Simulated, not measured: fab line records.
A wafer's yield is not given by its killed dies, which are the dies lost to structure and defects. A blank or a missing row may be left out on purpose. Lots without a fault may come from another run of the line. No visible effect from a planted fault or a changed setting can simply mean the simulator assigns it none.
Which of the tools did it? -- flow sky130 -- Sampling: 10 lots, 30 wafers, 6 of 708 route steps

WHAT EACH GAUGE READ, for each wafer
SKY_CONTACT_THK_MEAS_03.
lot,measured,on,CONTACT_HDPCVD_THK (nm)
L460,day 30 18:26,filmMetro-02,554 573 566
L461,day 30 22:13,filmMetro-02,551 567 561
L463,day 31 16:05,filmMetro-01,565 575 569
L466,day 32 19:55,filmMetro-04,565 561 558
L467,day 32 23:43,filmMetro-01,557 568 568
L475,day 35 19:49,filmMetro-04,560 573 564
L476,day 36 04:33,filmMetro-04,564 567 561
L477,day 36 06:04,filmMetro-04,554 555 566
L480,day 37 02:14,filmMetro-04,574 560 562
L482,day 37 12:46,filmMetro-02,573 565 565

SKY_CONTACT_BOW_MEAS_05.
lot,measured,on,CONTACT_BOW (um)
L460,day 30 18:48,filmMetro-04,83 72 85
L461,day 30 22:34,filmMetro-04,82 91 86
L463,day 31 16:26,filmMetro-02,85 81 86
L466,day 32 20:17,filmMetro-01,89 77 86
L467,day 33 00:06,filmMetro-02,80 80 90
L475,day 35 20:10,filmMetro-04,69 90 74
L476,day 36 04:56,filmMetro-01,81 82 76
L477,day 36 06:26,filmMetro-02,81 69 76
L480,day 37 02:37,filmMetro-02,82 90 73
L482,day 37 13:08,filmMetro-02,87 88 70

SKY_METAL1_RS_MEAS_05: the measuring method here is four-point-probe.
lot,measured,on,METAL1_ALCU_RS (ohm/sq)
L460,day 31 22:29,filmMetro-02,0.1253 0.1263 0.1280
L461,day 32 03:05,filmMetro-02,0.1264 0.1278 0.1266
L463,day 32 20:56,filmMetro-01,0.1257 0.1260 0.1267
L466,day 34 01:19,filmMetro-03,0.1259 0.1268 0.1270
L467,day 34 04:41,filmMetro-03,0.1283 0.1282 0.1286
L475,day 36 23:19,filmMetro-03,0.1590 0.1275 0.1577
L476,day 37 08:10,filmMetro-03,0.1258 0.1281 0.1257
L477,day 37 10:14,filmMetro-03,0.1603 0.1269 0.1279
L480,day 38 06:14,filmMetro-02,0.1239 0.1249 0.1257
L482,day 38 15:58,filmMetro-02,0.1279 0.1275 0.1258

SKY_METAL1_THK_MEAS_06: measures by xrf.
lot,measured,on,METAL1_ALCU_THK (nm)
L460,day 31 22:36,filmMetro-02,253 252 250
L461,day 32 03:13,filmMetro-02,251 249 251
L463,day 32 21:03,filmMetro-01,252 250 251
L466,day 34 01:26,filmMetro-03,250 248 247
L467,day 34 04:47,filmMetro-03,247 245 245
L475,day 36 23:26,filmMetro-03,212 249 212
L476,day 37 08:16,filmMetro-03,251 246 251
L477,day 37 10:22,filmMetro-03,210 250 247
L480,day 38 06:20,filmMetro-02,258 257 255
L482,day 38 16:05,filmMetro-02,250 250 254

EACH LOT AND THE TOOL THAT RAN IT (in order: tool; ch and the chambers of the sampled wafers; start)
lot,SKY_METAL1_SPUTTER_02,SKY_METAL1_SPUTTER_04
L460,"pvdSputter-03, day 31 22:23","pvdSputter-03, day 31 22:26"
L461,"pvdSputter-03, day 32 03:00","pvdSputter-03, day 32 03:02"
L463,"pvdSputter-01, day 32 20:50","pvdSputter-01, day 32 20:53"
L466,"pvdSputter-01, day 34 01:13","pvdSputter-01, day 34 01:15"
L467,"pvdSputter-02, day 34 04:33","pvdSputter-02, day 34 04:35"
L475,"pvdSputter-01, day 36 23:14","pvdSputter-01, day 36 23:16"
L476,"pvdSputter-03, day 37 08:02","pvdSputter-03, day 37 08:04"
L477,"pvdSputter-01, day 37 10:09","pvdSputter-01, day 37 10:11"
L480,"pvdSputter-03, day 38 06:07","pvdSputter-03, day 38 06:10"
L482,"pvdSputter-03, day 38 15:52","pvdSputter-03, day 38 15:55"
- SKY_METAL1_SPUTTER_02: material AlCu, target thk 250 nm, time 13.3 s.
- SKY_METAL1_SPUTTER_04: material TiN, target thk 70 nm, time 58.3 s.

WHAT THE TOOLS THEMSELVES READ (means of the sampled wafers that have a number; where no wafer has one, the mark that the record gives instead)
SKY_METAL1_SPUTTER_02.
lot,tool,chamberPressurePa (Pa),throttleValvePct (%)
L460,pvdSputter-03,0.4006,29.3
L461,pvdSputter-03,0.4001,30.0
L463,pvdSputter-01,0.3995,30.2
L466,pvdSputter-01,0.3998,29.3
L467,pvdSputter-02,0.4007,28.8
L475,pvdSputter-01,0.4004,30.2
L476,pvdSputter-03,0.4003,30.1
L477,pvdSputter-01,0.4000,30.5
L480,pvdSputter-03,0.3997,28.0
L482,pvdSputter-03,0.4006,29.8

SKY_METAL1_SPUTTER_04.
lot,tool,chamberPressurePa (Pa),throttleValvePct (%)
L460,pvdSputter-03,0.4003,29.2
L461,pvdSputter-03,0.4004,30.0
L463,pvdSputter-01,0.3997,30.5
L466,pvdSputter-01,0.3993,29.5
L467,pvdSputter-02,0.4001,28.9
L475,pvdSputter-01,0.3998,30.2
L476,pvdSputter-03,0.3999,29.9
L477,pvdSputter-01,0.4002,30.6
L480,pvdSputter-03,0.4007,27.8
L482,pvdSputter-03,0.3996,29.9

THE ANSWER, worked out from the rows above alone
Rule: usual is defined by the lots themselves. The widest of any qualifying gaps counts: lots, ordered by their means at a reading, are off when they make up no more than a third of the lots, leave a main group of 4 or more, and stand apart from it by 3 or more times the standard deviation of that group's means. A main group whose means are all the same, to the digits that the tables above print for the reading, isn't used. A lot without any number at a reading at which 4 lots or more have one is off too. All remaining lots with rows at the step are treated as sound. After the gauges, taken in route order, come the tools' own readings; for these a lot's mean is taken, as printed above. At the first step where some lot is off, the reading lying furthest off is the one used; lots without a number count as furthest.
Off: L475, L477, seen at SKY_METAL1_RS_MEAS_05 (METAL1_ALCU_RS). The main group has a mean of 0.1266 ohm/sq with a standard deviation of 0.00092.
If a tool, at a process step before that reading, ran all the lots that are off and no sound lot after the first of them, it fits. Gauges at SKY_METAL1_RS_MEAS_05: tried the same way as those tools. One fits: SKY_METAL1_SPUTTER_02 and SKY_METAL1_SPUTTER_04 on pvdSputter-01. At SKY_METAL1_SPUTTER_02 its last sound lot is L466 (day 34 01:13), its first lot that is off L475 (day 36 23:14): a fault that began between those two fits.

WHAT THE SIMULATOR PUT IN
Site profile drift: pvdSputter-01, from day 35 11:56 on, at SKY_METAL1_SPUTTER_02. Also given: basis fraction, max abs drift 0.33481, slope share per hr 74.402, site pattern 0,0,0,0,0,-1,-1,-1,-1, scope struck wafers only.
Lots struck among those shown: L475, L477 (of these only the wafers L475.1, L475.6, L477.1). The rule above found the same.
